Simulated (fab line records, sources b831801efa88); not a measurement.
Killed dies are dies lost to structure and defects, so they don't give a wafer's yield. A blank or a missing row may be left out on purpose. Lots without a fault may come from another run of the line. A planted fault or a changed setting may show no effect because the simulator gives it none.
Which tool did it? | flow sky130 | 14 lots, 42 wafers sampled, at 5 steps of a route of 708

WHAT THE GAUGES READ, wafer by wafer
SKY_VIA2_THK_MEAS_01. Usual: VIA2_HDPCVD_THK 1187 nm, standard deviation 16.
lot  | measured     | on            | VIA2_HDPCVD_THK (nm) | flag
L129 | day 35 21:12 | film_metro-02 | 1195 1185 1195       |
L130 | day 36 15:08 | film_metro-03 | 1181 1190 1164       |
L133 | day 36 22:21 | film_metro-03 | 1188 1203 1198       |
L132 | day 37 00:04 | film_metro-03 | 1206 1187 1193       |
L134 | day 37 08:10 | film_metro-02 | 1192 1194 1175       |
L135 | day 38 07:04 | film_metro-02 | 1199 1208 1190       |
L141 | day 39 16:35 | film_metro-04 | 1162 1157 1171       |
L144 | day 40 13:03 | film_metro-03 | 1193 1201 1183       |
L145 | day 40 20:38 | film_metro-02 | 1194 1201 1192       |
L147 | day 41 04:34 | film_metro-02 | 1186 1192 1200       |
L148 | day 41 12:06 | film_metro-02 | 1208 1193 1205       |
L146 | day 41 11:24 | film_metro-02 | 1195 1187 1182       |

WHICH TOOL RAN EACH LOT (tool, then ch and the chambers of the sampled wafers, then the start)
lot  | SKY_VIA1_CMP_02               | SKY_METAL2_SPUTTER_03        | SKY_METAL2_METAL_ETCH_19          | SKY_METAL2_STRIP_20
L129 | cmp-02 ch 0,2,3, day 33 14:01 | pvd_sputter-01, day 34 18:09 | rie_metal-03 ch 0,1, day 35 20:23 | plasma_asher-03 ch 0,1, day 35 20:29
L130 | cmp-02 ch 0,2,3, day 34 06:55 | pvd_sputter-01, day 35 11:14 | rie_metal-04 ch 0,1, day 36 14:19 | plasma_asher-01 ch 0,1, day 36 14:24
L133 | cmp-01 ch 1,2,3, day 34 14:52 | pvd_sputter-03, day 35 18:43 | rie_metal-02 ch 0,1, day 36 21:32 | plasma_asher-04 ch 0,1, day 36 21:38
L132 | cmp-02 ch 1,3, day 34 16:11   | pvd_sputter-03, day 35 20:09 | rie_metal-04 ch 0, day 36 23:11   | plasma_asher-01 ch 0,1, day 36 23:20
L134 | cmp-02 ch 0,3, day 35 00:16   | pvd_sputter-02, day 36 04:23 | rie_metal-02 ch 0,1, day 37 07:22 | plasma_asher-01 ch 0,1, day 37 07:27
L135 | cmp-02 ch 0,1,2, day 36 00:10 | pvd_sputter-02, day 37 03:41 | rie_metal-03 ch 0,1, day 38 06:16 | plasma_asher-03 ch 0,1, day 38 06:21
L138 | cmp-02 ch 2,3, day 36 15:34   | pvd_sputter-01, day 37 20:04 | rie_metal-04 ch 1, day 38 21:34   | plasma_asher-01 ch 0,1, day 38 21:44
L140 | cmp-01 ch 0,2,3, day 37 03:00 | pvd_sputter-02, day 38 07:38 | rie_metal-04 ch 0,1, day 39 09:26 | plasma_asher-04 ch 0,1, day 39 09:32
L141 | cmp-01 ch 0,1,3, day 37 11:03 | pvd_sputter-02, day 38 14:40 | rie_metal-04 ch 0,1, day 39 15:47 | plasma_asher-01 ch 0,1, day 39 15:53
L144 | cmp-02 ch 0,1, day 38 07:49   | pvd_sputter-01, day 39 10:48 | rie_metal-02 ch 0, day 40 12:11   | plasma_asher-03 ch 0,1, day 40 12:17
L145 | cmp-01 ch 1,2,3, day 38 15:58 | pvd_sputter-02, day 39 19:07 | rie_metal-04 ch 0,1, day 40 19:47 | plasma_asher-04 ch 1, day 40 19:53
L147 | cmp-01 ch 1,2, day 38 23:43   | pvd_sputter-03, day 40 03:01 | rie_metal-04 ch 0,1, day 41 03:43 | plasma_asher-01 ch 1, day 41 03:48
L148 | cmp-02 ch 1,2,3, day 39 08:06 | pvd_sputter-03, day 40 10:07 | rie_metal-02 ch 0,1, day 41 11:17 | plasma_asher-03 ch 0,1, day 41 11:23
L146 | cmp-02 ch 0,1,2, day 39 08:25 | pvd_sputter-02, day 40 10:06 | rie_metal-04 ch 1, day 41 10:35   | plasma_asher-01 ch 0,1, day 41 10:41
- SKY_VIA1_CMP_02: polishes SiO2.
- SKY_METAL2_SPUTTER_03: material Ti, target thk 5 nm, time 3.3 s.
- SKY_METAL2_METAL_ETCH_19: etches the open film in Cl2/BCl3, stops on SiO2, target depth 360 nm, time 78 s.
- SKY_METAL2_STRIP_20: strips in O2/N2.

WHAT THE TOOLS THEMSELVES READ (means of the sampled wafers that have a number; where no wafer has one, the mark that the record gives instead)
SKY_VIA1_CMP_02. Usual: motor_current_A 12.4 A, standard deviation 1.7; slurry_flow_ml_min 149.9, standard deviation 0.46.
lot  | tool   | motor_current_A (A) | slurry_flow_ml_min | flag
L129 | cmp-02 | 12.0                | 149.9              |
L130 | cmp-02 | 12.3                | 149.7              |
L133 | cmp-01 | 12.2                | 150.1              |
L132 | cmp-02 | 12.0                | 149.9              |
L134 | cmp-02 | 11.3                | 149.8              |
L135 | cmp-02 | 12.6                | 149.7              |
L138 | cmp-02 | 12.9                | 149.3              |
L140 | cmp-01 | 12.0                | 149.9              |
L141 | cmp-01 | 13.3                | 150.2              |
L144 | cmp-02 | 11.8                | 149.7              |
L145 | cmp-01 | 12.5                | 149.7              |
L147 | cmp-01 | 10.7                | 150.2              |
L148 | cmp-02 | 13.2                | 150.1              |
L146 | cmp-02 | 12.4                | 149.9              |

SKY_METAL2_SPUTTER_03. Usual: throttle_valve_pct 30.1 %, standard deviation 1.
lot  | tool           | throttle_valve_pct (%) | flag
L129 | pvd_sputter-01 | 29.8                   |
L130 | pvd_sputter-01 | 30.9                   |
L133 | pvd_sputter-03 | 30.4                   |
L132 | pvd_sputter-03 | 29.2                   |
L134 | pvd_sputter-02 | 30.5                   |
L135 | pvd_sputter-02 | 30.4                   |
L138 | pvd_sputter-01 | 30.5                   |
L140 | pvd_sputter-02 | 29.6                   |
L141 | pvd_sputter-02 | 30.2                   |
L144 | pvd_sputter-01 | 30.5                   |
L145 | pvd_sputter-02 | 29.4                   |
L147 | pvd_sputter-03 | 31.6                   |
L148 | pvd_sputter-03 | 30.7                   |
L146 | pvd_sputter-02 | 29.6                   |

SKY_METAL2_METAL_ETCH_19. Usual: bcl3_flow_sccm 30.01 sccm, standard deviation 0.099; bias_w 48.51 W, standard deviation 0.14; drypump_motor_current_A 5.6 A, standard deviation 0.33; oes_product_au 0.855 a.u., standard deviation 0.0057; throttle_valve_pct 22.265 %, standard deviation 0.009.
lot  | tool         | bcl3_flow_sccm (sccm) | bias_w (W) | drypump_motor_current_A (A) | oes_product_au (a.u.) | throttle_valve_pct (%) | flag
L129 | rie_metal-03 | 30.03                 | 48.56      | 5.5                         | 0.853                 | 22.268                 |
L130 | rie_metal-04 | 30.04                 | 48.52      | 5.9                         | 0.852                 | 22.262                 |
L133 | rie_metal-02 | 30.06                 | 48.62      | 5.2                         | 0.858                 | 22.257                 |
L132 | rie_metal-04 | 29.95                 | 48.73      | 6.1                         | 0.857                 | 22.268                 |
L134 | rie_metal-02 | 30.04                 | 48.53      | 5.2                         | 0.855                 | 22.258                 |
L135 | rie_metal-03 | 30.00                 | 48.40      | 5.7                         | 0.845                 | 22.273                 |
L138 | rie_metal-04 | -                     | -          | -                           | -                     | -                      | OFF
L140 | rie_metal-04 | -                     | -          | -                           | -                     | -                      | OFF
L141 | rie_metal-04 | 29.90                 | 48.48      | 5.9                         | 0.862                 | 22.263                 |
L144 | rie_metal-02 | 29.92                 | 48.59      | 5.0                         | 0.853                 | 22.271                 |
L145 | rie_metal-04 | 29.99                 | 48.38      | 6.0                         | 0.853                 | 22.270                 |
L147 | rie_metal-04 | 30.01                 | 48.40      | 5.9                         | 0.859                 | 22.276                 |
L148 | rie_metal-02 | 30.11                 | 48.55      | 5.2                         | 0.853                 | 22.264                 |
L146 | rie_metal-04 | 30.01                 | 48.65      | 5.9                         | 0.851                 | 22.265                 |

SKY_METAL2_STRIP_20. Usual: drypump_motor_current_A 5.95 A, standard deviation 0.23; o2_flow_sccm 3002 sccm, standard deviation 8.8; oes_product_au 0.344 a.u., standard deviation 0.0051; strip_time_to_endpoint_s 2.72 s, standard deviation 0.035.
lot  | tool            | drypump_motor_current_A (A) | o2_flow_sccm (sccm) | oes_product_au (a.u.) | strip_time_to_endpoint_s (s) | flag
L129 | plasma_asher-03 | 6.00                        | 2998                | 0.340                 | 2.70                         |
L130 | plasma_asher-01 | 6.06                        | 3010                | 0.345                 | 2.75                         |
L133 | plasma_asher-04 | 5.94                        | 2999                | 0.345                 | 2.74                         |
L132 | plasma_asher-01 | 6.08                        | 2992                | 0.341                 | 2.73                         |
L134 | plasma_asher-01 | 5.86                        | 2999                | 0.345                 | 2.75                         |
L135 | plasma_asher-03 | 5.82                        | 3018                | 0.351                 | 2.71                         |
L138 | plasma_asher-01 | 5.86                        | 2995                | 0.443                 | 5.19                         | OFF
L140 | plasma_asher-04 | 5.95                        | 3005                | 0.449                 | 5.19                         | OFF
L141 | plasma_asher-01 | 5.86                        | 3008                | 0.334                 | 2.71                         |
L144 | plasma_asher-03 | 5.99                        | 3005                | 0.347                 | 2.77                         |
L145 | plasma_asher-04 | 5.90                        | 2999                | 0.340                 | 2.69                         |
L147 | plasma_asher-01 | 5.69                        | 3001                | 0.341                 | 2.71                         |
L148 | plasma_asher-03 | 5.82                        | 2995                | 0.342                 | 2.75                         |
L146 | plasma_asher-01 | 5.86                        | 3002                | 0.338                 | 2.73                         |

THE ANSWER, worked out from the rows above alone
Rule: a lot is off if the mean of its wafers that have a number lies more than 3 standard deviations from the usual mean. A lot without any number at a reading at which 4 lots or more have one is off too. The other lots that the step has rows for count as sound. The gauges are gone through in route order, then the tools' own readings, and for those a lot's mean is taken as printed above. The first step at which some lot is off is used, and at that step the reading that is off furthest; a lot without a number counts as furthest.
Off: L138, L140, at SKY_METAL2_METAL_ETCH_19 (bcl3_flow_sccm). Without a number there: L138, L140.
A tool fits if, at that step or a process step before it, it ran every lot that is off, and no sound lot after the first of them. None of those tried fits.

WHAT THE SIMULATOR HAD PUT IN
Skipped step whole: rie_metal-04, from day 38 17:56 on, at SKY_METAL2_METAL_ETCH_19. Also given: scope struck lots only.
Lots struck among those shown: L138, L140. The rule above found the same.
